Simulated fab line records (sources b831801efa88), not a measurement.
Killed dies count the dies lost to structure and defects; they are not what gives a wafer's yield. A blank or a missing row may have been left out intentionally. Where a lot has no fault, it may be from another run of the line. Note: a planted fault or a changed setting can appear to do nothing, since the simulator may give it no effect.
fab line records	flow sky130
record: lots: 24	wafers: 72	last-day: 50
route steps=708 shown FIELD_ISO@1 VT_ADJUST_HVTR@141 RES_XHIGH@360 VIA4@640 PAD_OPEN@707
lots with no fault: from the same line, run without faults
start-h: the number of hours between the record's first day and the start of the first shown wafer of the lot	wait-h: hours since the lot's step before	" identical to the entry in the row above	L1.1+2: a row that stands for several wafers	- either no value or no given start	* or withheld: withheld	< > ~ a bound
route shown NAME@n: NAME is a module with steps in the file, n the number in the route of the first one	usual: mean/standard deviation taken from wafers without a fault	same: alike in all rows	chamber/n: place in a boat	sites: readings site by site	_std_site: the standard deviation of these	_edge_site: mean of outer sites minus mean of inner sites	radius-mm: how far each site lies from the wafer's centre	mask NAME#n: copy n	behind: the tool/chamber that last shaped the wafer	hold: what put the lot on hold/how long, in hours/how the hold closed	device: transistor that didn't switch, given as n, p or np	end of line: the route-end tests of the same wafers	for a step that has no rows: nothing shown but its recipe	killed: not the wafer's yield, but the dies lost to structure and defects at the first sort	map: a wafer's dies, x killed, . not, _ none there
set.NAME: the setting that was run; set.NAME@STEP: the one run at that earlier step	model.NAME: the simulator's own value behind a step, which no gauge read
steps of the route over a sample of lots; a table a step, a row a wafer
services: a tool's chamber out of use, with start hour (start-h, from the record's first day; less than 0 if before it), hours out, and reason
== steps ==
step: SKY_FIELD_ISO_BOW_MEAS_00
recipe: mode: bow
usual: INCOMING_BOW: 0/7.4
lot.wafer	tool	chamber	start-h	wait-h	INCOMING_BOW[um]
L074.2	film-metro-03	-	10.02	-	9
L074.3	"	-	"	"	8
L074.6	"	-	"	"	-1
L075.3	film-metro-04	-	15.04	-	4
L075.4	"	-	"	"	0
L075.5	"	-	"	"	1
L076.1	film-metro-04	-	20.00	-	-11
L076.3	"	-	"	"	-1
L076.4	"	-	"	"	1
L077.1	film-metro-04	-	25.00	-	-11
L077.2	"	-	"	"	4
L077.6	"	-	"	"	10
L078.1	film-metro-04	-	30.00	-	5
L078.3	"	-	"	"	1
L078.4	"	-	"	"	-16
L079.2	film-metro-03	-	35.02	-	-12
L079.4	"	-	"	"	6
L079.6	"	-	"	"	-6
L080.4	film-metro-02	-	40.06	-	16
L080.5	"	-	"	"	-7
L080.6	"	-	"	"	2
L081.2	film-metro-03	-	45.02	-	-6
L081.3	"	-	"	"	1
L081.6	"	-	"	"	-1
L082.1	film-metro-04	-	50.00	-	-8
L082.3	"	-	"	"	-3
L082.5	"	-	"	"	-10
L083.1	film-metro-04	-	55.00	-	-4
L083.2	"	-	"	"	9
L083.3	"	-	"	"	-4
L084.1	film-metro-02	-	60.00	-	-8
L084.2	"	-	"	"	-3
L084.4	"	-	"	"	-12
L085.2	film-metro-02	-	65.02	-	-3
L085.5	"	-	"	"	-11
L085.6	"	-	"	"	-16
L086.2	film-metro-04	-	70.02	-	7
L086.3	"	-	"	"	3
L086.6	"	-	"	"	4
L087.2	film-metro-04	-	75.02	-	9
L087.4	"	-	"	"	9
L087.5	"	-	"	"	3
L088.4	film-metro-03	-	80.06	-	-14
L088.5	"	-	"	"	3
L088.6	"	-	"	"	-3
L089.2	film-metro-02	-	85.02	-	1
L089.3	"	-	"	"	-7
L089.6	"	-	"	"	1
L090.1	film-metro-04	-	90.00	-	0
L090.2	"	-	"	"	-1
L090.4	"	-	"	"	-4
L091.2	film-metro-02	-	95.02	-	-8
L091.4	"	-	"	"	5
L091.5	"	-	"	"	-5
L092.1	film-metro-02	-	100.00	-	-7
L092.4	"	-	"	"	-10
L092.6	"	-	"	"	5
L093.1	film-metro-02	-	105.00	-	4
L093.5	"	-	"	"	-1
L093.6	"	-	"	"	4
L094.1	film-metro-02	-	110.00	-	-2
L094.2	"	-	"	"	4
L094.6	"	-	"	"	15
L095.2	film-metro-03	-	115.02	-	-6
L095.3	"	-	"	"	-2
L095.5	"	-	"	"	3
L096.2	film-metro-02	-	120.02	-	5
L096.3	"	-	"	"	-6
L096.4	"	-	"	"	-4
L097.2	film-metro-02	-	125.02	-	15
L097.3	"	-	"	"	5
L097.4	"	-	"	"	0
step: SKY_FIELD_ISO_STRIP_16
recipe: chemistry: O2/N2	power-w: 1400	pressure-mtorr: 1500	platen-temp-c: withheld	o2-flow-sccm: 3000	n2-flow-sccm: 300	overash-fraction: 0.5
usual: drypump-motor-current-A: 5.4/0.43	oes-product-au: 0.378/0.0046	strip-time-to-endpoint-s: 3.542/0.025
lot.wafer	tool	chamber	start-h	wait-h	drypump-motor-current-A	oes-product-au	rf-hours-counter-h	strip-time-to-endpoint-s
L074.2	plasma-asher-01	0	28.79	0.0	4.8	0.375	36	3.584
L074.3	"	1	"	"	5.5	0.375	-	3.515
L074.6	"	1	"	"	5.4	0.376	-	3.521
L075.3	plasma-asher-01	1	34.42	0.1	5.4	0.379	-	3.547
L075.4	"	0	"	"	4.8	0.381	-	3.562
L075.5	"	0	"	"	4.8	0.372	-	3.571
L076.1	plasma-asher-01	1	38.97	0.0	5.5	0.376	37	3.545
L076.3	"	0	"	"	4.8	0.378	-	3.536
L076.4	"	1	"	"	5.5	0.373	-	3.565
L077.1	plasma-asher-01	0	45.69	0.0	4.8	0.371	38	3.520
L077.2	"	1	"	"	5.5	0.375	38	3.510
L077.6	"	1	"	"	5.5	0.383	-	3.525
L078.1	plasma-asher-04	1	54.42	0.0	5.2	0.383	21	3.549
L078.3	"	0	"	"	5.1	0.371	-	3.539
L078.4	"	1	"	"	5.2	0.377	-	3.545
L079.2	plasma-asher-01	1	54.82	0.1	5.4	0.377	39	3.498
L079.4	"	1	"	"	5.5	0.379	-	3.542
L079.6	"	0	"	"	4.8	0.384	-	3.535
L080.4	plasma-asher-01	1	62.55	0.1	5.4	0.381	-	3.541
L080.5	"	1	"	"	5.4	0.372	-	3.505
L080.6	"	0	"	"	4.8	0.379	-	3.551
L081.2	plasma-asher-03	1	64.92	0.0	5.8	0.374	38	3.519
L081.3	"	1	"	"	5.8	0.379	-	3.520
L081.6	"	1	"	"	5.8	0.379	-	3.516
L082.1	plasma-asher-01	1	69.09	0.0	5.4	0.375	41	3.589
L082.3	"	1	"	"	5.4	0.378	-	3.527
L082.5	"	0	"	"	4.8	0.376	-	3.574
L083.1	plasma-asher-01	1	74.69	0.0	5.4	0.383	41	3.594
L083.2	"	0	"	"	4.8	0.381	41	3.570
L083.3	"	0	"	"	4.8	0.374	-	3.568
L084.1	plasma-asher-03	0	81.49	0.0	6.0	0.381	41	3.582
L084.2	"	1	"	"	5.9	0.373	41	3.488
L084.4	"	1	"	"	5.9	0.379	-	3.559
L085.2	plasma-asher-01	1	85.59	0.0	5.4	0.385	43	3.542
L085.5	"	0	"	"	4.8	0.369	-	3.548
L085.6	"	1	"	"	5.4	0.376	-	3.524
L086.2	plasma-asher-03	1	90.44	0.0	5.8	0.383	41	3.500
L086.3	"	1	"	"	5.9	0.381	-	3.536
L086.6	"	1	"	"	5.9	0.372	-	3.526
L087.2	plasma-asher-03	1	95.52	0.0	5.9	0.377	42	3.539
L087.4	"	1	"	"	5.9	0.377	-	3.574
L087.5	"	0	"	"	6.0	0.376	-	3.562
L088.4	plasma-asher-03	0	103.90	0.1	6.0	0.375	-	3.572
L088.5	"	1	"	"	5.9	0.376	-	3.539
L088.6	"	0	"	"	6.0	0.376	-	3.533
L089.2	plasma-asher-01	1	107.29	0.0	5.4	0.376	45	3.581
L089.3	"	1	"	"	5.5	0.374	-	3.531
L089.6	"	1	"	"	5.4	0.379	-	3.566
L090.1	plasma-asher-04	0	113.87	0.0	5.1	0.380	24	3.552
L090.2	"	1	"	"	5.3	0.375	24	3.530
L090.4	"	1	"	"	5.3	0.383	-	3.579
L091.2	plasma-asher-03	1	116.92	0.0	5.9	0.371	44	3.508
L091.4	"	1	"	"	5.9	0.380	-	3.553
L091.5	"	1	"	"	5.9	0.379	-	3.579
L092.1	plasma-asher-03	0	123.82	0.0	6.0	0.383	45	3.554
L092.4	"	0	"	"	6.0	0.384	-	3.552
L092.6	"	0	"	"	6.0	0.382	-	3.517
L093.1	plasma-asher-03	0	128.27	0.0	6.0	0.375	45	3.543
L093.5	"	1	"	"	5.8	0.380	-	3.516
L093.6	"	0	"	"	6.0	0.378	-	3.518
L094.1	plasma-asher-04	1	132.29	0.0	5.3	0.375	26	3.536
L094.2	"	0	"	"	5.1	0.384	26	3.564
L094.6	"	0	"	"	5.1	0.376	-	3.544
L095.2	plasma-asher-04	0	137.54	0.0	5.1	0.369	27	3.516
L095.3	"	0	"	"	5.1	0.376	-	3.517
L095.5	"	0	"	"	5.1	0.380	-	3.535
L096.2	plasma-asher-04	0	142.99	0.0	5.1	0.378	27	3.561
L096.3	"	1	"	"	5.3	0.380	-	3.546
L096.4	"	0	"	"	5.1	0.375	-	3.561
L097.2	plasma-asher-01	1	147.57	0.0	5.4	0.375	49	3.496
L097.3	"	0	"	"	4.8	0.378	-	3.514
L097.4	"	1	"	"	5.4	0.376	-	3.538
step: SKY_VT_ADJUST_HVTR_STRIP_10
recipe: chemistry: O2/N2	power-w: 1400	pressure-mtorr: 1500	platen-temp-c: withheld	o2-flow-sccm: 3000	n2-flow-sccm: 300	overash-fraction: 0.5
usual: drypump-motor-current-A: 5.5/0.39	oes-product-au: 0.715/0.0046	strip-time-to-endpoint-s: 14.17/0.037
lot.wafer	tool	chamber	start-h	wait-h	drypump-motor-current-A	oes-product-au	rf-hours-counter-h	strip-time-to-endpoint-s
L074.2	plasma-asher-03	1	210.18	0.1	5.9	0.710	54	14.14
L074.3	"	1	"	"	5.9	0.715	-	14.16
L074.6	"	0	"	"	6.0	0.718	-	14.13
L075.3	plasma-asher-02	1	217.91	0.1	5.7	0.720	-	14.19
L075.4	"	0	"	"	5.6	0.716	-	14.16
L075.5	"	0	"	"	5.6	0.711	-	14.11
L076.1	plasma-asher-02	1	220.13	0.1	5.7	0.718	10	14.25
L076.3	"	1	"	"	5.7	0.722	-	14.21
L076.4	"	0	"	"	5.5	0.704	-	14.25
L077.1	plasma-asher-01	0	225.55	0.1	4.8	0.708	57	14.17
L077.2	"	1	"	"	5.4	0.711	57	14.15
L077.6	"	1	"	"	5.4	0.709	-	14.17
L078.1	plasma-asher-03	0	237.68	0.1	6.0	0.705	57	14.17
L078.3	"	0	"	"	6.0	0.716	-	14.17
L078.4	"	1	"	"	5.8	0.718	-	14.14
L079.2	plasma-asher-01	1	244.07	0.1	5.4	0.718	59	14.18
L079.4	"	1	"	"	5.4	0.714	-	14.21
L079.6	"	0	"	"	4.8	0.720	-	14.20
L080.4	plasma-asher-02	0	248.63	0.1	5.6	0.717	-	14.15
L080.5	"	0	"	"	5.6	0.712	-	14.16
L080.6	"	1	"	"	5.7	0.709	-	14.16
L081.2	plasma-asher-02	1	253.58	0.1	5.8	0.714	13	14.21
L081.3	"	1	"	"	5.8	0.712	-	14.19
L081.6	"	0	"	"	5.6	0.715	-	14.17
L082.1	plasma-asher-02	1	258.63	0.1	5.8	0.712	14	14.16
L082.3	"	1	"	"	5.7	0.718	-	14.18
L082.5	"	1	"	"	5.7	0.717	-	14.19
L083.1	plasma-asher-01	1	269.28	0.1	5.4	0.721	62	14.09
L083.2	"	0	"	"	4.8	0.723	62	14.20
L083.3	"	0	"	"	4.8	0.713	-	14.17
L084.1	plasma-asher-01	1	276.98	0.1	5.4	0.704	62	14.17
L084.2	"	0	"	"	4.8	0.717	62	14.20
L084.4	"	0	"	"	4.8	0.711	-	14.16
L085.2	plasma-asher-01	0	283.53	0.1	4.8	0.723	63	14.13
L085.5	"	0	"	"	4.8	0.715	-	14.14
L085.6	"	1	"	"	5.4	0.713	-	14.12
L086.2	plasma-asher-01	1	290.83	0.1	5.4	0.718	64	14.27
L086.3	"	1	"	"	5.5	0.716	-	14.23
L086.6	"	1	"	"	5.4	0.704	-	14.17
L087.2	plasma-asher-01	0	300.63	0.1	4.8	0.709	65	14.23
L087.4	"	0	"	"	4.8	0.713	-	14.23
L087.5	"	1	"	"	5.4	0.715	-	14.22
L088.4	plasma-asher-03	1	307.16	0.1	5.9	0.718	-	14.11
L088.5	"	0	"	"	6.0	0.709	-	14.14
L088.6	"	1	"	"	5.9	0.710	-	14.17
L089.2	plasma-asher-01	0	312.67	0.1	4.8	0.707	66	14.21
L089.3	"	1	"	"	5.5	0.720	-	14.19
L089.6	"	1	"	"	5.4	0.717	-	14.17
L090.1	plasma-asher-03	1	320.08	0.1	5.8	0.717	64	14.18
L090.2	"	0	"	"	6.0	0.724	64	14.15
L090.4	"	1	"	"	5.9	0.721	-	14.18
L091.2	plasma-asher-03	0	326.33	0.1	6.0	0.705	65	14.16
L091.4	"	1	"	"	5.9	0.722	-	14.15
L091.5	"	1	"	"	5.9	0.713	-	14.15
L092.1	plasma-asher-02	1	338.23	0.1	5.8	0.711	21	14.18
L092.4	"	1	"	"	5.8	0.717	-	14.11
L092.6	"	1	"	"	5.8	0.717	-	14.17
L093.1	plasma-asher-01	1	342.33	0.1	5.4	0.720	69	14.20
L093.5	"	1	"	"	5.5	0.716	-	14.23
L093.6	"	0	"	"	4.8	0.718	-	14.18
L094.1	plasma-asher-01	1	351.08	0.1	5.4	0.712	71	14.18
L094.2	"	0	"	"	4.8	0.717	71	14.16
L094.6	"	0	"	"	4.8	0.706	-	14.17
L095.2	plasma-asher-02	1	358.88	0.1	5.7	0.712	24	14.11
L095.3	"	0	"	"	5.6	0.721	-	14.13
L095.5	"	1	"	"	5.7	0.718	-	14.14
L096.2	plasma-asher-02	0	362.32	0.1	5.6	0.718	25	14.17
L096.3	"	1	"	"	5.7	0.717	-	14.21
L096.4	"	0	"	"	5.5	0.711	-	14.16
L097.2	plasma-asher-02	0	367.78	0.1	5.5	0.715	25	14.20
L097.3	"	1	"	"	5.7	0.710	-	14.15
L097.4	"	0	"	"	5.5	0.711	-	14.15
step: SKY_SD_N_RS_MEAS_18
recipe: thk-meas-gauge: four-point-probe
usual: RES_XHIGH_RS: 333.3/1.4
lot.wafer	tool	chamber	start-h	wait-h	RES_XHIGH_RS[ohm/sq]
L074.2	film-metro-01	-	653.46	0.1	333.3
L074.3	"	-	"	"	333.5
L074.6	"	-	"	"	333.4
L075.3	film-metro-01	-	660.98	0.1	334.5
L075.4	"	-	"	"	334.6
L075.5	"	-	"	"	332.6
L076.1	film-metro-03	-	666.65	0.1	333.9
L076.3	"	-	"	"	334.2
L076.4	"	-	"	"	332.5
L077.1	film-metro-01	-	672.29	0.1	335.4
L077.2	"	-	"	"	333.5
L077.6	"	-	"	"	333.0
L078.1	film-metro-01	-	686.30	0.1	333.5
L078.3	"	-	"	"	332.2
L078.4	"	-	"	"	331.5
L079.2	film-metro-01	-	691.67	0.1	334.4
L079.4	"	-	"	"	333.7
L079.6	"	-	"	"	334.5
L080.4	film-metro-01	-	697.51	0.1	332.1
L080.5	"	-	"	"	334.0
L080.6	"	-	"	"	332.8
L081.2	film-metro-03	-	706.72	0.1	334.4
L081.3	"	-	"	"	334.8
L081.6	"	-	"	"	333.4
L082.1	film-metro-01	-	711.45	0.1	331.3
L082.3	"	-	"	"	331.7
L082.5	"	-	"	"	332.4
L083.1	film-metro-01	-	723.50	0.1	334.4
L083.2	"	-	"	"	334.5
L083.3	"	-	"	"	334.4
L084.1	film-metro-03	-	730.76	0.1	333.2
L084.2	"	-	"	"	333.4
L084.4	"	-	"	"	334.3
L085.2	film-metro-01	-	747.89	0.1	334.3
L085.5	"	-	"	"	333.1
L085.6	"	-	"	"	333.1
L086.2	film-metro-02	-	748.01	0.1	331.0
L086.3	"	-	"	"	330.0
L086.6	"	-	"	"	330.6
L087.2	film-metro-02	-	755.97	0.1	332.7
L087.4	"	-	"	"	331.7
L087.5	"	-	"	"	331.4
L088.4	film-metro-02	-	763.94	0.1	332.5
L088.5	"	-	"	"	333.6
L088.6	"	-	"	"	332.1
L089.2	film-metro-03	-	769.02	0.1	335.6
L089.3	"	-	"	"	334.6
L089.6	"	-	"	"	334.5
L090.1	film-metro-01	-	777.16	0.1	331.7
L090.2	"	-	"	"	331.7
L090.4	"	-	"	"	331.7
L091.2	film-metro-03	-	786.57	0.1	333.7
L091.4	"	-	"	"	334.1
L091.5	"	-	"	"	333.1
L092.1	film-metro-01	-	793.83	0.1	332.4
L092.4	"	-	"	"	333.5
L092.6	"	-	"	"	333.5
L093.1	film-metro-03	-	796.19	0.1	334.8
L093.5	"	-	"	"	334.6
L093.6	"	-	"	"	334.6
L094.1	film-metro-03	-	810.23	0.1	335.0
L094.2	"	-	"	"	336.3
L094.6	"	-	"	"	334.3
L095.2	film-metro-03	-	815.66	0.1	333.0
L095.3	"	-	"	"	333.2
L095.5	"	-	"	"	333.0
L096.2	film-metro-02	-	815.96	0.1	331.3
L096.3	"	-	"	"	330.8
L096.4	"	-	"	"	331.2
L097.2	film-metro-03	-	822.66	0.1	335.8
L097.3	"	-	"	"	334.7
L097.4	"	-	"	"	336.3
step: SKY_VIA4_THK_MEAS_01
recipe: reads: SiO2_of_VIA4_HDPCVD_00
usual: VIA4_HDPCVD_THK: 1751/17
lot.wafer	tool	chamber	start-h	wait-h	VIA4_HDPCVD_THK[nm]
L074.2	film-metro-03	-	986.81	0.1	1729
L074.3	"	-	"	"	1725
L074.6	"	-	"	"	1725
L075.3	film-metro-04	-	995.50	0.1	1742
L075.4	"	-	"	"	1753
L075.5	"	-	"	"	1744
L076.1	film-metro-04	-	995.88	0.1	1769
L076.3	"	-	"	"	1756
L076.4	"	-	"	"	1747
L077.1	film-metro-03	-	1003.40	0.1	1747
L077.2	"	-	"	"	1726
L077.6	"	-	"	"	1749
L078.1	film-metro-04	-	1011.48	0.1	1750
L078.3	"	-	"	"	1774
L078.4	"	-	"	"	1754
L079.2	film-metro-02	-	1017.14	0.1	1730
L079.4	"	-	"	"	1744
L079.6	"	-	"	"	1731
L080.4	film-metro-03	-	1021.89	0.0	1767
L080.5	"	-	"	"	1762
L080.6	"	-	"	"	1762
L081.2	film-metro-04	-	1029.78	0.1	1720
L081.3	"	-	"	"	1747
L081.6	"	-	"	"	1729
L082.1	film-metro-04	-	1034.82	0.1	1741
L082.3	"	-	"	"	1724
L082.5	"	-	"	"	1747
L083.1	film-metro-03	-	1043.46	0.1	1711
L083.2	"	-	"	"	1729
L083.3	"	-	"	"	1731
L084.1	film-metro-04	-	1049.75	0.1	1762
L084.2	"	-	"	"	1734
L084.4	"	-	"	"	1759
L086.2	film-metro-03	-	1062.39	0.1	1754
L086.3	"	-	"	"	1739
L086.6	"	-	"	"	1743
L085.2	film-metro-02	-	1062.74	0.1	1759
L085.5	"	-	"	"	1762
L085.6	"	-	"	"	1753
L087.2	film-metro-03	-	1067.68	0.1	1755
L087.4	"	-	"	"	1750
L087.5	"	-	"	"	1757
L088.4	film-metro-04	-	1074.74	0.0	1762
L088.5	"	-	"	"	1777
L088.6	"	-	"	"	1763
L089.2	film-metro-02	-	1079.78	0.1	1747
L089.3	"	-	"	"	1741
L089.6	"	-	"	"	1747
L090.1	film-metro-04	-	1084.07	0.1	1745
L090.2	"	-	"	"	1741
L090.4	"	-	"	"	1743
L091.2	film-metro-04	-	1092.81	0.1	1767
L091.4	"	-	"	"	1770
L091.5	"	-	"	"	1768
L092.1	film-metro-04	-	1099.32	0.1	1772
L092.4	"	-	"	"	1755
L092.6	"	-	"	"	1779
L093.1	film-metro-02	-	1100.84	0.1	1737
L093.5	"	-	"	"	1745
L093.6	"	-	"	"	1756
L094.1	film-metro-04	-	1110.67	0.1	1761
L094.2	"	-	"	"	1744
L094.6	"	-	"	"	1747
L095.2	film-metro-04	-	1115.20	0.1	1770
L095.3	"	-	"	"	1767
L095.5	"	-	"	"	1752
L096.2	film-metro-02	-	1115.76	0.1	1742
L096.3	"	-	"	"	1752
L096.4	"	-	"	"	1732
L097.2	film-metro-03	-	1122.76	0.1	1772
L097.3	"	-	"	"	1764
L097.4	"	-	"	"	1761
step: SKY_PAD_OPEN_BOW_MEAS_13
recipe: mode: bow
usual: PAD_OPEN_BOW: 48/11
lot.wafer	tool	chamber	start-h	wait-h	PAD_OPEN_BOW[um]
L074.2	film-metro-04	-	1081.20	-	60
L074.3	"	-	"	"	56
L074.6	"	-	"	"	50
L075.3	film-metro-04	-	1087.82	-	53
L075.4	"	-	"	"	46
L075.5	"	-	"	"	48
L076.1	film-metro-04	-	1089.22	-	40
L076.3	"	-	"	"	49
L076.4	"	-	"	"	49
L077.1	film-metro-01	-	1095.26	-	35
L077.2	"	-	"	"	52
L077.6	"	-	"	"	58
L078.1	film-metro-03	-	1103.04	-	49
L078.3	"	-	"	"	45
L078.4	"	-	"	"	30
L079.2	film-metro-03	-	1107.12	-	39
L079.4	"	-	"	"	57
L079.6	"	-	"	"	47
L080.4	film-metro-04	-	1113.28	-	77
L080.5	"	-	"	"	52
L080.6	"	-	"	"	60
L081.2	film-metro-04	-	1119.62	-	51
L081.3	"	-	"	"	58
L081.6	"	-	"	"	57
L082.1	film-metro-04	-	1124.29	-	40
L082.3	"	-	"	"	46
L082.5	"	-	"	"	40
L083.1	film-metro-01	-	1129.56	-	48
L083.2	"	-	"	"	62
L083.3	"	-	"	"	49
L084.1	film-metro-01	-	1136.64	-	42
L084.2	"	-	"	"	47
L084.4	"	-	"	"	38
L086.2	film-metro-03	-	1146.60	-	60
L086.3	"	-	"	"	55
L086.6	"	-	"	"	55
L085.2	film-metro-01	-	1147.87	-	32
L085.5	"	-	"	"	25
L085.6	"	-	"	"	19
L087.2	film-metro-01	-	1150.43	-	59
L087.4	"	-	"	"	62
L087.5	"	-	"	"	56
L088.4	film-metro-03	-	1158.04	-	27
L088.5	"	-	"	"	45
L088.6	"	-	"	"	37
L089.2	film-metro-04	-	1162.69	-	54
L089.3	"	-	"	"	50
L089.6	"	-	"	"	57
L090.1	film-metro-04	-	1165.75	-	46
L090.2	"	-	"	"	44
L090.4	"	-	"	"	41
L091.2	film-metro-03	-	1172.82	-	35
L091.4	"	-	"	"	46
L091.5	"	-	"	"	39
L092.1	film-metro-03	-	1178.23	-	39
L092.4	"	-	"	"	36
L092.6	"	-	"	"	49
L093.1	film-metro-04	-	1180.62	-	49
L093.5	"	-	"	"	46
L093.6	"	-	"	"	49
L094.1	film-metro-01	-	1186.45	-	50
L094.2	"	-	"	"	57
L094.6	"	-	"	"	70
L095.2	film-metro-04	-	1191.13	-	29
L095.3	"	-	"	"	32
L095.5	"	-	"	"	39
L096.2	film-metro-01	-	1192.10	-	45
L096.3	"	-	"	"	36
L096.4	"	-	"	"	36
L097.2	film-metro-03	-	1196.39	-	71
L097.3	"	-	"	"	61
L097.4	"	-	"	"	56
== services ==
tool	chamber	start-h	hours	kind
plasma-asher-04	-	5.41	0.3	repair
plasma-asher-03	-	29.19	7.2	pm
plasma-asher-04	-	61.79	21.6	repair
plasma-asher-02	-	100.24	1.0	repair
plasma-asher-02	-	108.75	9.0	pm
plasma-asher-02	0	108.75	9.0	vent-cycle
plasma-asher-02	1	108.75	9.0	vent-cycle
plasma-asher-02	0	117.75	-	clean
plasma-asher-02	1	117.75	-	clean
plasma-asher-04	-	224.37	14.6	pm
plasma-asher-02	-	324.62	2.8	pm
plasma-asher-03	-	335.55	28.1	pm
plasma-asher-04	-	337.75	3.0	repair
== key ==
fault none
